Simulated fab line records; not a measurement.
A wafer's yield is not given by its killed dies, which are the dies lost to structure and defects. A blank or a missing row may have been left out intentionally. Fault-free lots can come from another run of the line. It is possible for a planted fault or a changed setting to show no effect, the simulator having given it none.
Struck lot and sound lot, side by side / flow gf180mcu / 33 out of 602 route steps
Sound: the wafers L401.1, L401.2, L401.5. Wafers struck: L411.1, L411.2, L411.5. The cause is named last.
At each step with rows: each side's tool, then ch and its chambers, then its first start. Under that, the readings that differ: sound wafers / struck wafers / difference of the means / sigmas: that difference in standard deviations of wafers without a fault.
alike: same words and numbers on both sides, and readings whose means sit less than 2 such deviations apart. not compared: any withheld reading, any reading some wafer has no value for, any bound like >300 that may hide the same value, and any number with overlapping values for which the record gives no deviation.
Wherever a step has rows on one side only, a row that says differs or no value, or a row with sigmas, the two part there. Non-overlapping numbers with no deviation appear without sigmas and do not part them. Lack of a reading on every wafer of one side parts them only where that side has two or more wafers.

first, 9 steps without rows for these wafers: GF_HV_LDD_STRIP_37 (strips in O2/N2); GF_HV_LDD_DEHYDRATE_39 (time 60 s); GF_HV_LDD_HMDS_40 (prime time 60 s); GF_HV_LDD_COAT_41 (resist thk 1000 nm); GF_HV_LDD_SOFTBAKE_42 (time 60 s); GF_HV_LDD_EXPOSE_43 (exposes mask Pplus HV AREA, target cd 400 nm); GF_HV_LDD_PEB_44; GF_HV_LDD_DEVELOP_45 (develop time 60 s); GF_HV_LDD_IMPLANT_48.
GF_HV_LDD_STRIP_49: strips in O2/N2.
  sound on plasma asher-01 ch 0,1, day 13 02:19; struck on plasma asher-01 ch 0,1, day 17 01:46
reading=strip time to endpoint s (s); sound=12.59 12.61 12.57; struck=12.71 12.63 12.69; difference=+0.09; sigmas=+2
  alike: chamber pressure mTorr, drypump motor current A, heater power w, o2 flow sccm, oes product au
  not compared: rf hours counter h
then, 22 steps without rows for these wafers: GF_HV_LDD_CLEAN_51 (cleans in SC1/SC2, time 150 s); GF_HV_LDD_RTA_52 (time 10 s); GF_HV_LDD_CVD_54 (deposits SiO2 from TEOS, target thk 10 nm, time 75 s); GF_HV_LDD_CVD_56 (deposits Si3N4 from DCS/NH3, target thk 90 nm, time 1543 s); GF_HV_LDD_ETCHBACK_58 (etches Si3N4 in CH3F/O2, stops on SiO2, time 100 s, target depth 90 nm); GF_NSD_DEHYDRATE_00 (time 60 s); GF_NSD_HMDS_01 (prime time 60 s); GF_NSD_COAT_02 (resist thk 1014 nm); GF_NSD_SOFTBAKE_03 (time 60 s); GF_NSD_EXPOSE_04 (exposes mask Nplus, target cd 400 nm); GF_NSD_PEB_05; GF_NSD_DEVELOP_06 (develop time 60 s); GF_NSD_IMPLANT_09; GF_NSD_IMPLANT_10; GF_NSD_STRIP_11 (strips in O2/N2); GF_PSD_DEHYDRATE_00 (time 60 s); GF_PSD_HMDS_01 (prime time 60 s); GF_PSD_COAT_02 (resist thk 1000 nm); GF_PSD_SOFTBAKE_03 (time 60 s); GF_PSD_EXPOSE_04 (exposes mask Pplus, target cd 400 nm); GF_PSD_PEB_05; GF_PSD_DEVELOP_06 (develop time 60 s).
-- the record jumps here: 16 days lie between the struck wafers' starts before and after (it left off in module PSD and takes up again in module PASSIVATION, whose first step shown is number 602 of the route) --
GF_PASSIVATION_PROBE_99:
  the record has rows for the struck wafers here (prober-02, day 32 23:05) and none for the sound ones

## WHERE THEY PART
At GF_HV_LDD_STRIP_49 first; at GF_PASSIVATION_PROBE_99 last (within this record only).

WHY: the cause the simulator had injected
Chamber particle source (plasma asher-01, GF_HV_LDD_STRIP_49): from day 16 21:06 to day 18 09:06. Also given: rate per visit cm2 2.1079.
